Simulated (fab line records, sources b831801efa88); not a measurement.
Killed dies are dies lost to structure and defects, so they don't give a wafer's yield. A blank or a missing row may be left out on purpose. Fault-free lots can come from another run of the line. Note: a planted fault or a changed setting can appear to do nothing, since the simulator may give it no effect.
Struck lot and sound lot, side by side ; flow gf180mcu ; 27 out of 602 route steps
Sound: these wafers, L317.3, L317.5, L317.6. Wafers L309.3, L309.5, L309.6 were the ones struck. The cause is named last.
For every step that has rows: the tool of each side, followed by ch and its chambers, followed by its first start. Under that, the readings that differ: sound wafers ; struck wafers ; difference of the means ; sigmas: that difference in standard deviations of wafers without a fault.
alike: words and numbers the same on both sides, and readings whose means are apart by under 2 such deviations; not compared: readings that were withheld, readings missing a value for some wafer, numbers with overlapping values and no deviation given by the record, and bounds like >300 which may hide the same value.
The two part at a step that has a row with sigmas, a row that says differs or no value, or rows on one side only. When numbers do not overlap yet have no deviation, they are printed without sigmas and do not part them. Lack of a reading on every wafer of one side parts them only where that side has two or more wafers.

first, 8 steps without rows for these wafers: GF_M2_PEB_12 (peb time 90 s); GF_M2_DEVELOP_13 (develop time 60 s); GF_M2_METAL_ETCH_16 (etches the open film in Cl2/BCl3, stops on SiO2, target depth 750.8 nm, time 125.1 s); GF_M2_STRIP_17 (strips in O2/N2); GF_M2_STRIP_18 (strips in post etch residue remover, time 1200 s); GF_M2_CLEAN_19 (cleans in DIW); GF_V2_CVD_00 (deposits SiO2, target thk 600 nm, time 100 s); GF_V2_CVD_02 (deposits SiO2 from TEOS, target thk 850 nm, time 94.851 s).
GF_V2_CMP_04: polishes SiO2.
  sound on cmp-02 ch 1,2,3, day 26 19:05; struck on cmp-01 ch 0,1,2, day 24 15:38
  no value came back on the struck wafers for edge_zone_pressure_frac, head_pressure_psi (psi), motor_current_A (A), time_to_endpoint_s (s); on the sound wafers edge_zone_pressure_frac reads 1.002 0.994 0.996
reading;sound;struck;difference;sigmas
model.SiO2_of_V2_CVD_02.thk_nm (nm);635.5 635.4 635.3;851.3 863.2 870;+226.1;
then, 9 steps without rows for these wafers: GF_V2_DEHYDRATE_06 (time 60 s); GF_V2_HMDS_07 (prime time 60 s); GF_V2_COAT_08; GF_V2_COAT_09 (resist thk 1000 nm); GF_V2_SOFTBAKE_10 (time 60 s); GF_V2_EXPOSE_11 (exposes mask Via2, target cd 260 nm); GF_V2_PEB_12 (peb time 90 s); GF_V2_DEVELOP_13 (develop time 60 s); GF_V2_ETCH_16 (etches BARC in N2/H2).
GF_V2_ETCH_17: etches SiO2 in C4F8/O2/Ar, stops on TiN, target depth 630 nm.
  sound: rie_diel-03 ch 2,3; struck: rie_diel-03 ch 0,2,3
reading;sound;struck;difference;sigmas
oes_product_au (a.u.);0.868 0.864 0.857;1.596 1.629 1.610;+0.749;+99 or more
model.etch.depth_nm (nm);635.5 635.4 635.3;807.1 829.1 807.6;+179.2;
model.V2.feature_depth_nm (nm);635.5 635.4 635.3;807.1 829.1 807.6;+179.2;
then, 6 steps without rows for these wafers: GF_V2_STRIP_18 (strips in O2/N2); GF_V2_STRIP_19 (strips in post etch residue remover, time 1200 s); GF_V2_CLEAN_20 (cleans in DIW); GF_V2_SPUTTER_21 (material Ti, target thk 15 nm, time 80.02 s); GF_V2_SPUTTER_22 (material TiN, target thk 10 nm, time 40 s); GF_V2_CVD_23 (deposits W, target thk 350 nm, time 104.94 s).
GF_V2_CMP_26: polishes, stops on SiO2, t overpolish 15 s, target thk 0 nm.
  sound on cmp-02 ch 0,1,2, day 27 16:19; struck on cmp-02 ch 0,2,3, day 25 13:58
reading;sound;struck;difference;sigmas
model.SiO2_of_V2_CVD_02.thk_nm (nm);631.7 631.6 631.5;847.5 859.4 866.2;+226.1;
  alike: edge_zone_pressure_frac, head_pressure_psi, motor_current_A
-- the record jumps here: 8 days lie between the struck wafers' starts before and after (it left off in module V2 and takes up again in module PASSIVATION, whose first step shown is number 602 of the route) --
GF_PASSIVATION_PROBE_99:
  only the struck wafers here have rows in the record (prober-02, day 33 04:16); the sound ones have none

WHERE THEY PART
First at GF_V2_CMP_04; last, within this record, at GF_PASSIVATION_PROBE_99.

WHY: whatever the simulator had introduced
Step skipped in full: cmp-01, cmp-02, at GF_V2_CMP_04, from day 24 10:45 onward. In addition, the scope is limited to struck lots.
